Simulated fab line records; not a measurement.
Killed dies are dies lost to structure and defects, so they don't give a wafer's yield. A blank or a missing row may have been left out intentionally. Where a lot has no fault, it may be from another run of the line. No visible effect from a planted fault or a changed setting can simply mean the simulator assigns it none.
Which tool was responsible? | flow gf180mcu | 6 lots with 18 wafers sampled at 3 steps, on a route of 602 steps

== WHAT THE GAUGES SHOWED, per wafer ==
GF_PSD_TW_MEAS_11.
lot  | measured     | on           | PSD_TW
L513 | day 14 13:50 | filmMetro-02 | 3184 3193 3202
L518 | day 16 10:20 | filmMetro-04 | 3149 3142 3154
L520 | day 17 06:18 | filmMetro-02 | 3219 3226 3229
L524 | day 18 14:47 | filmMetro-04 | 3150 3137 3151
L528 | day 19 21:43 | filmMetro-02 | 2990 3014 2993
L533 | day 21 15:01 | filmMetro-02 | 3191 3204 3192

== EACH LOT AND THE TOOL THAT RAN IT (in order: tool; ch and the chambers of the sampled wafers; start) ==
lot  | GF_PSD_IMPLANT_09               | GF_PSD_STRIP_10
L513 | implanter-04 ch 0, day 14 13:36 | plasmaAsher-02 ch 0,1, day 14 13:44
L518 | implanter-04 ch 0, day 16 10:05 | plasmaAsher-01 ch 0,1, day 16 10:14
L520 | implanter-04 ch 0, day 17 06:05 | plasmaAsher-01 ch 0,1, day 17 06:13
L524 | implanter-01 ch 0, day 18 14:32 | plasmaAsher-02 ch 0,1, day 18 14:41
L528 | implanter-01 ch 0, day 19 21:29 | plasmaAsher-03 ch 0,1, day 19 21:37
L533 | implanter-03 ch 0, day 21 14:46 | plasmaAsher-01 ch 0,1, day 21 14:55
- GF_PSD_IMPLANT_09
- GF_PSD_STRIP_10: strips in O2/N2.

== THE ANSWER, worked out from the rows above alone ==
Rule: the lots themselves supply what counts as usual. The widest of any qualifying gaps counts: lots, ordered by their means at a reading, are off when they make up no more than a third of the lots, leave a main group of 4 or more, and stand apart from it by 3 or more times the standard deviation of that group's means. Not used: any main group whose means are identical at the precision the tables above print for the reading. Also off: a lot with no number at a reading for which 4 or more lots have one. Where the step has rows for the other lots, those lots are counted as sound.
Off: L528, seen at GF_PSD_TW_MEAS_11 (PSD_TW). The main group: mean 3182, standard deviation 30.
If a tool, at a process step before that reading, ran all the lots that are off and no sound lot after the first of them, it fits. Gauges at GF_PSD_TW_MEAS_11: tried the same way as those tools. 2 tools fit, implanter-01 at GF_PSD_IMPLANT_09 and plasmaAsher-03 at GF_PSD_STRIP_10, so this cannot tell which one it is.

== WHAT HAD BEEN PUT IN BY THE SIMULATOR ==
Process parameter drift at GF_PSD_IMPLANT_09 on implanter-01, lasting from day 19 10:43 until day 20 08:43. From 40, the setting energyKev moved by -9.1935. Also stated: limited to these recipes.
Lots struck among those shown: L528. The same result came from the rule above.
